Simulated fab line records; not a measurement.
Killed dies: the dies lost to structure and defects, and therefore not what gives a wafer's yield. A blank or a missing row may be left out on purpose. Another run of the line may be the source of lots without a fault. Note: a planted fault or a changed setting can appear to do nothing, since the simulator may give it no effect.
Chamber matching | flow gf180mcu | GF_CONTACT_CMP_04 on cmp-02 has 4 sister chambers
The step polishes SiO2. 16 wafers are shown with their chamber, then 8 later ones without.

## WAFERS PAIRED WITH THEIR CHAMBERS
wafer  | chamber | motor current A (A) | time to endpoint s (s)
L794.3 | 1       | 13.1                | 100
L794.5 | 0       | 10.6                | 102
L794.6 | 3       | 15.9                | 113
L798.2 | 2       | 12.0                | 100
L798.3 | 0       | 10.7                | 90
L798.6 | 2       | 11.5                | 101
L803.1 | 3       | 15.6                | 107
L803.2 | 1       | 13.5                | 106
L803.3 | 0       | 10.1                | 98
L806.1 | 0       | 10.8                | 104
L806.5 | 1       | 13.5                | 113
L806.6 | 0       | 10.1                | 103
L807.2 | 1       | 13.8                | 100
L807.3 | 2       | 11.5                | 98
L807.6 | 0       | 10.0                | 99
L810.1 | 0       | 10.6                | 97

SIGNATURES (averages over the wafers above)
reading            | chamber 0 | chamber 1 | chamber 2 | chamber 3 | scatter within a chamber
motor current A    | 10.414    | 13.475    | 11.667    | 15.750    | 0.307
time to endpoint s | 99.00     | 104.75    | 99.67     | 110.00    | 4.77
Rule: a wafer lies at a distance from a chamber equal to the root of the sum of squares, over the readings, of (its reading less the chamber's mean, divided by the reading's scatter). The wafer belongs to the nearest chamber; if the next one is less than 2 further off, it can't be placed. The scatter is the square root of a quotient: the sum, over the shown wafers, of each reading's squared deviation from its chamber's mean, divided by wafers minus chambers.

## WAFERS WITHOUT THEIR CHAMBER
wafer  | motor current A (A) | time to endpoint s (s)
L810.4 | 15.0                | 105
L810.6 | 10.8                | 104
L811.3 | 15.1                | 101
L811.4 | 11.1                | 109
L811.6 | 12.9                | 110
L814.2 | 15.0                | 102
L814.4 | 10.0                | 102
L814.6 | 13.8                | 101

## WHICH CHAMBER EACH WENT THROUGH
wafer  | from the rows above     | in truth
L810.4 | 3                       | 3
L810.6 | can't be placed: 0 or 2 | 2
L811.3 | 3                       | 3
L811.4 | can't be placed: 2 or 0 | 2
L811.6 | 1                       | 1
L814.2 | 3                       | 3
L814.4 | 0                       | 0
L814.6 | 1                       | 1
Correctly placed: 6 of 8. Not placeable from these rows: 2 (in 2, the candidates include the true chamber). 0 placed wrongly.
